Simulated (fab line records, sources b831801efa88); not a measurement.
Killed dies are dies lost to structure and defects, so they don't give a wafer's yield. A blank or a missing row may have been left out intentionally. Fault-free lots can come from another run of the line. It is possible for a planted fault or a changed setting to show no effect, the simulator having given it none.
fab line records | flow gf180mcu
[record] lots = 5 wafers = 15 lastDay = 34
route steps=602 shown LVPWELL@58 MVSD@66
lots with no fault: from the same line, run without faults
startH: the number of hours between the record's first day and the start of the first shown wafer of the lot | waitH: hours from the lot's prior step to this one | " identical to the entry in the row above | L1.1+2: several wafers, shown together as one row | - no value present, or no start provided | * or withheld: withheld | < > ~ a bound
route shown NAME@n: NAME is a module with steps in the file, n the number in the route of the first one | usual: mean/standard deviation of fault-free wafers | same: alike in all rows | chamber/n: place in a boat | sites: the reading at each site | _std_site: their standard deviation | _edge_site: inner sites' mean taken away from outer sites' mean | radiusMm: for every site, how far away it sits from the centre of the wafer | mask NAME#n: copy n | behind: tool/chamber where the wafer was last shaped | hold: why the lot went on hold/how many hours it stayed there/how the hold came to an end | device: which transistor (n, p or np) failed to switch | end of line: the tests these same wafers got at the end of their route | for a step that has no rows: nothing shown but its recipe | killed: at the first sort, the dies lost to defects and structure; wafer yield is something else | map: a wafer's dies, marking killed ones x, the rest . and places with no die _
set.NAME: setting as actually run; set.NAME@STEP: the setting as run at that earlier step | model.NAME: the simulator's own value behind a step, which no gauge read
a table for each step, a row for each wafer; lots at some steps of the route
services: the hour from which a tool's chamber was out of use, counted from the record's first day as startH (under 0 if before that day), plus the number of hours and why
[[steps]]
[step GF_LVPWELL_EXPOSE_04]
[recipe] maskId = LVPWELL targetCdNm = 600 na = 0.6 sourceShape = conventional sigmaOuter = 0.6 doseMj = 260
[step GF_LVPWELL_PEB_05]
[recipe] tempC = 115 timeS = withheld
[step GF_LVPWELL_DEVELOP_06]
[recipe] wallAngleDeg = 90 developTimeS = 60 devTempC = 23
[step GF_LVPWELL_OVL_MEAS_07]
[usual] LVPWELL_OVL = 1.3/1.5
// columns lot.wafer tool chamber startH waitH LVPWELL_OVL[nm]
L478.2 overlay-01 - 93.57 - 1.8
L478.4 " - " " 2.0
L478.5 " - " " 3.3
L481.1 overlay-01 - 112.42 - 3.0
L481.2 " - " " 0.6
L481.6 " - " " 1.0
L486.3 overlay-02 - 137.51 - 1.3
L486.4 " - " " 0.5
L486.5 " - " " 0.6
L487.2 overlay-02 - 146.46 - -0.5
L487.3 " - " " 1.0
L487.4 " - " " 1.1
L497.1 overlay-01 - 196.34 - 2.1
L497.4 " - " " 1.6
L497.5 " - " " 4.5
[step GF_LVPWELL_IMPLANT_08]
[recipe] species = B energyKev = 170 doseCm2 = 1.5e+13 tiltDeg = 0
[step GF_LVPWELL_IMPLANT_09]
[recipe] species = B energyKev = 60 doseCm2 = 5e+12 tiltDeg = 0
[step GF_LVPWELL_STRIP_10]
[recipe] chemistry = O2/N2 powerW = 1400 pressureMtorr = 1500 platenTempC = 250 o2FlowSccm = 3000 n2FlowSccm = 300 overashFraction = 0.5
[usual] drypumpMotorCurrentA = 5.8/0.58 heaterPowerW = 331/24 oesProductAu = 0.723/0.0043 stripTimeToEndpointS = 36.96/0.093
// columns lot.wafer tool chamber startH waitH drypumpMotorCurrentA heaterPowerW oesProductAu rfHoursCounterH stripTimeToEndpointS
L478.2 plasmaAsher-04 1 93.90 0.1 5.5 300 0.731 43 36.95
L478.4 " 1 " " 5.6 301 0.725 - 36.85
L478.5 " 0 " " 5.2 330 0.725 - 36.87
L481.1 plasmaAsher-03 0 112.75 0.1 6.8 355 0.725 31 37.00
L481.2 " 1 " " 5.9 363 0.725 31 36.96
L481.6 " 0 " " 6.8 357 0.723 - 37.05
L486.3 plasmaAsher-03 0 137.87 0.1 6.7 346 0.722 - 37.05
L486.4 " 1 " " 6.0 363 0.728 - 36.96
L486.5 " 1 " " 5.9 369 0.719 - 36.88
L487.2 plasmaAsher-04 1 146.79 0.1 5.5 302 0.731 2 37.13
L487.3 " 0 " " 5.2 327 0.721 - 37.00
L487.4 " 1 " " 5.6 315 0.733 - 36.97
L497.1 plasmaAsher-04 0 196.68 0.1 5.2 320 0.723 8 36.98
L497.4 " 0 " " 5.2 318 0.725 - 36.88
L497.5 " 1 " " 5.6 312 0.726 - 36.93
[step GF_LVPWELL_TW_MEAS_11]
[usual] LVPWELL_TW = 557/3.4
// columns lot.wafer tool chamber startH waitH LVPWELL_TW
L478.2 filmMetro-01 - 94.01 0.1 561
L478.4 " - " " 555
L478.5 " - " " 556
L481.1 filmMetro-03 - 112.85 0.1 556
L481.2 " - " " 557
L481.6 " - " " 558
L486.3 filmMetro-03 - 137.96 0.1 559
L486.4 " - " " 558
L486.5 " - " " 557
L487.2 filmMetro-01 - 146.90 0.1 553
L487.3 " - " " 551
L487.4 " - " " 552
L497.1 filmMetro-01 - 196.78 0.1 556
L497.4 " - " " 557
L497.5 " - " " 553
[step GF_MVSD_DEHYDRATE_00]
[recipe] tempC = 200 timeS = 60
[step GF_MVSD_HMDS_01]
[recipe] primeTimeS = 60 primeTempC = 120
[step GF_MVSD_COAT_02]
[recipe] spinRpm = 2000 resistThkNm = 3000
[step GF_MVSD_SOFTBAKE_03]
[recipe] tempC = 110 timeS = withheld
[step GF_MVSD_EXPOSE_04]
[recipe] maskId = MVSD targetCdNm = 1000 na = 0.6 sourceShape = conventional sigmaOuter = 0.6 doseMj = 260
[usual] reticleTempC = 23.00/0.11
// columns lot.wafer tool chamber startH waitH mask reticleTempC
L478.2 ilineStepper-01 0 101.35 - MVSD#0 22.91
L478.4 " 0 " " MVSD#0 22.92
L478.5 " 0 " " MVSD#0 23.00
L481.1 ilineStepper-02 0 120.19 - MVSD#0 22.92
L481.2 " 0 " " MVSD#0 22.84
L481.6 " 0 " " MVSD#0 23.01
L486.3 ilineStepper-02 0 145.61 - MVSD_R1#0 22.79
L486.4 " 0 " " MVSD_R1#0 22.85
L486.5 " 0 " " MVSD_R1#0 23.04
L487.2 ilineStepper-01 0 154.59 - MVSD#0 22.94
L487.3 " 0 " " MVSD#0 23.01
L487.4 " 0 " " MVSD#0 22.88
L497.1 ilineStepper-01 0 205.89 - MVSD#0 23.04
L497.4 " 0 " " MVSD#0 23.10
L497.5 " 0 " " MVSD#0 23.12
[step GF_MVSD_PEB_05]
[recipe] tempC = 115 timeS = withheld
[[services]]
// columns tool chamber startH hours kind
plasmaAsher-03 - 81.26 14.3 repair
ilineStepper-02 - 93.85 4.4 pm
ilineStepper-02 - 104.65 7.4 repair
plasmaAsher-04 - 108.75 9.0 pm
plasmaAsher-04 0 108.75 9.0 ventCycle
plasmaAsher-04 1 108.75 9.0 ventCycle
plasmaAsher-04 0 117.75 - clean
plasmaAsher-04 1 117.75 - clean
ilineStepper-02 0 127.98 - calibration
plasmaAsher-04 - 131.59 2.0 repair
ilineStepper-01 0 169.09 - calibration
ilineStepper-02 - 187.42 7.6 repair
ilineStepper-02 - 195.01 1.7 pm
ilineStepper-02 - 204.86 11.4 repair
[[key]]
[firstSign] step = GF_MVSD_EXPOSE_04 reading = mask direction = changed
effect none on later readings
metAt GF_MVSD_EXPOSE_04
struckWafers L486.3,L486.4,L486.5
sortLeftOut L486.3,L486.4,L486.5
testerLeftOut L486
onsetBetween 120.19 145.61
[fault] kind = wrongMask tool = any chamber = - onsetH = 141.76 steps = GF_MVSD_EXPOSE_04 auxCopy = MVSD_R1#0 cdOffsetNm = -200 scope = struckLotsOnly
// testerLeftOut: of these lots the tester's yield and bins aren't shown, on N5 and GAA mostly nor the transistor test; their killed dies are dies lost to structure and defects alone, not to doping, threshold or leakage, so they don't give the yield
// sortLeftOut: the simulated sort isn't trusted on such a fault, so these wafers' sort isn't shown, and their yield isn't known
